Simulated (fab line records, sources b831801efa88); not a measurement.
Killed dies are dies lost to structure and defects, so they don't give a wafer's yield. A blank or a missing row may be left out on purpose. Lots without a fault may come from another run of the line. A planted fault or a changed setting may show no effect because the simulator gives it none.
Problem report in the 8D (eight disciplines) form, filled by code | flow gf180mcu | the parts of the form that need people (team, actions taken, sign-off) are left out

1. THE PROBLEM
bias_w at GF_STI_ETCH_13 reads a mean of 175.3 W on 6 wafers of 2 lots; wafers without a fault read 200.1 W with a standard deviation of 0.57. That is -43 standard deviations from the usual mean.
The step: etches the open film in CHF3/O2, stops on Si, target depth 282.31 nm, time 112.9 s.
First seen on wafer L103.1, day 4 14:47, on rie_diel-04. The record holds 39 wafers of 13 lots with a number at this step. Rule for "out", or "out of limits": more than 4 standard deviations from the usual mean. The other wafers with a number count as sound.

2. WHAT IT IS AND WHAT IT IS NOT
question                    | is                     | is not
which readings at this step | bias_w                 | O2_flow_sccm, throttle_valve_pct
which lots                  | L103, L106             | L110, L111, L112, L113, L992, L993, L994, L995, L996, L997, L999
which wafers of those lots  | all that have a number | -
read on which tools         | rie_diel-04            | rie_diel-02, rie_diel-03
when                        | from day 4 14:47       | up to then (21 sound wafers); but 12 sound wafers of L110, L111, L112, L113 came after

3. SUSPECTS, AND WHAT RULES EACH OUT
Counting: a tool at a process step up to the reading stays a suspect if it ran every lot that is out and no sound lot after the first of them.
- rie_diel-04 at GF_STI_ETCH_13 (etches the open film in CHF3/O2, stops on Si, target depth 282.31 nm, time 112.9 s): kept. It ran every lot that is out, first L103 (day 4 14:47), and no sound lot after that. Its own readings are out on those wafers: bias_w.
Left after counting: rie_diel-04 at GF_STI_ETCH_13.

4. THE CAUSE (what the simulator had put in)
Process parameter drift: rie_diel-04, from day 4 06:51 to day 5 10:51, at GF_STI_ETCH_13. Setting bias_w, moved by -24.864, from 200. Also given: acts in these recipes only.
Counting left only this tool.

5. THE CHAIN OF EFFECTS, in route order
Each row: a reading whose mean over the struck wafers that have a number lies more than 3 standard deviations from the usual. Only readings for which the record gives a usual standard deviation are gone through. hours: the time from each lot's start at the first step in this table that gives one to its start at this step, as a median over the lots. sigmas: the change in usual standard deviations.
hours | step           | reading | usual   | on struck wafers | change | sigmas
0     | GF_STI_ETCH_13 | bias_w  | 200.1 W | 175.3            | -24.8  | -43
The process steps in it:
- GF_STI_ETCH_13: etches the open film in CHF3/O2, stops on Si, target depth 282.31 nm, time 112.9 s.
Later measuring or inspecting steps at which every struck wafer that the step has a row for has a number for every such reading, and none has moved that far: GF_MVPSD_OVL_MEAS_07, GF_VT_IMPLANT_RS_MEAS_46.

6. WHAT WOULD HAVE CAUGHT IT SOONER
In this record the first reading out of limits was taken at day 4 14:47, 8 hours after the fault began at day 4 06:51.
